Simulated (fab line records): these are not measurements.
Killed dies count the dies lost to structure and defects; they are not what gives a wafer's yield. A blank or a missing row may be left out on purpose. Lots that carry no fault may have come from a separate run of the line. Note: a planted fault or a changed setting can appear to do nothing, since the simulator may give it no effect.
What tool caused it?	flow gf180mcu	Sampling: 11 lots, 33 wafers, 3 of 602 route steps

## WHAT EACH GAUGE READ, for each wafer
GF_V2_RS_MEAS_24: a four-point-probe measurement.
lot	measured	on	V2_W_RS (ohm/sq)
L201	day 21 00:32	filmMetro-02	0.332 0.334 0.333
L205	day 22 12:10	filmMetro-04	0.300 0.301 0.305
L206	day 23 07:26	filmMetro-01	0.333 0.326 0.325
L208	day 23 14:51	filmMetro-04	0.302 0.301 0.300
L215	day 26 03:13	filmMetro-02	0.333 0.334 0.329
L217	day 26 20:11	filmMetro-04	0.328 0.329 0.323
L218	day 27 02:13	filmMetro-04	0.328 0.333 0.330
L219	day 27 11:02	filmMetro-02	0.327 0.331 0.323
L220	day 27 22:56	filmMetro-04	0.329 0.324 0.333
L222	day 28 05:35	filmMetro-04	0.332 0.329 0.330
L223	day 28 17:20	filmMetro-04	0.333 0.332 0.331

## EACH LOT AND THE TOOL THAT RAN IT (in order: tool; ch and the chambers of the sampled wafers; start)
lot	GF_V2_STRIP_18	GF_V2_CVD_23
L201	plasmaAsher-02 ch 0,1, day 20 23:46	cvdW-01 ch 0,1, day 21 00:24
L205	plasmaAsher-03 ch 0,1, day 22 11:25	cvdW-01 ch 0,1, day 22 12:03
L206	plasmaAsher-02 ch 0,1, day 23 06:42	cvdW-02 ch 0,1, day 23 07:20
L208	plasmaAsher-04 ch 0,1, day 23 14:05	cvdW-01 ch 0,1, day 23 14:44
L215	plasmaAsher-03 ch 0,1, day 26 02:27	cvdW-01 ch 0,1, day 26 03:05
L217	plasmaAsher-02 ch 0, day 26 19:25	cvdW-01 ch 0,1, day 26 20:03
L218	plasmaAsher-02 ch 0,1, day 27 01:26	cvdW-01 ch 0,1, day 27 02:07
L219	plasmaAsher-02 ch 0,1, day 27 10:17	cvdW-01 ch 0,1, day 27 10:56
L220	plasmaAsher-04 ch 0,1, day 27 22:10	cvdW-02 ch 0,1, day 27 22:48
L222	plasmaAsher-02 ch 0,1, day 28 04:50	cvdW-02 ch 0,1, day 28 05:28
L223	plasmaAsher-02 ch 0,1, day 28 16:34	cvdW-01 ch 0,1, day 28 17:14
- GF_V2_STRIP_18: strips in O2/N2.
- GF_V2_CVD_23: deposits W, target thk 350 nm, time 104.94 s.

## THE ANSWER, worked out from the rows above alone
Rule: the lots themselves supply what counts as usual. Put in order of their means at a reading, lots are off if they are a third of the lots or fewer, leave a main group of 4 or more, and stand apart from it by a gap of 3 or more times the standard deviation of the main group's means; of several such gaps the widest counts. The tables above print the reading to a certain number of digits; a main group whose means all agree to those digits is not used. A lot without any number at a reading at which 4 lots or more have one is off too. Any other lot the step has rows for is counted as sound.
Off: L205, L208, seen at GF_V2_RS_MEAS_24 (V2_W_RS). The main group has a mean of 0.330 ohm/sq with a standard deviation of 0.0022.
A tool fits if, at a process step before that reading, it ran every lot that is off, and no sound lot after the first of them. Gauges at GF_V2_RS_MEAS_24: tried the same way as those tools. None of those tried fits.

## WHAT WAS PUT IN BY THE SIMULATOR
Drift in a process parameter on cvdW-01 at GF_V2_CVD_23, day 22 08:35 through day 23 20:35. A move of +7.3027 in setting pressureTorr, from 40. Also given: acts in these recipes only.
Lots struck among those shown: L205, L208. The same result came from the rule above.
